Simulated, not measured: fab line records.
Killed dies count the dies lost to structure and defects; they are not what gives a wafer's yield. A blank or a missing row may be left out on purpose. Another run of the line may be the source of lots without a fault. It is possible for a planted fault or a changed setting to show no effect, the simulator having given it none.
Matching of chambers ; flow sky130 ; SKY_METAL3_CLEAN_21 on wet_bench-01 has 4 sister chambers
The step cleans in IPA, time 180 s. 4 wafers are shown with their chamber, then 8 later ones without.

WAFERS, EACH WITH ITS CHAMBER
wafer;chamber;temp_c (C)
L534.5;1;24.96
L536.4;2;25.03
L541.5;0;24.92
L545.3;3;24.93

WAFERS WITH NO CHAMBER GIVEN
wafer;temp_c (C)
L545.4;24.89
L545.6;24.84
L550.1;24.85
L550.4;24.82
L550.6;24.85
L551.4;24.99
L551.5;25.18
L551.6;25.00

CHAMBER TAKEN BY EACH
wafer;from the rows above;in truth
L545.4;can't be placed: 0 or 3 or 1 or 2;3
L545.6;can't be placed: 0 or 3 or 1 or 2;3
L550.1;can't be placed: 0 or 3 or 1 or 2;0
L550.4;can't be placed: 0 or 3 or 1 or 2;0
L550.6;can't be placed: 0 or 3 or 1 or 2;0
L551.4;can't be placed: 1 or 2 or 3 or 0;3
L551.5;can't be placed: 2 or 1 or 3 or 0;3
L551.6;can't be placed: 2 or 1 or 3 or 0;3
0 of 8 placed correctly. Can't be placed from these rows: 8 (the true chamber is among the candidates in 8). Wrongly placed: 0.
How it was worked out, from the rows above alone: a wafer's distance from a chamber is the root of the sum, over the readings, of the square of ((its reading less the chamber's mean) divided by the reading's scatter). The wafer belongs to the nearest chamber; if the next one is less than 2 further off, it can't be placed. Each chamber's mean is taken over the wafers shown for it. The scatter (one wafer shown for each chamber): square how far every hidden wafer sits from the nearest shown wafer, average those squares and take the square root.
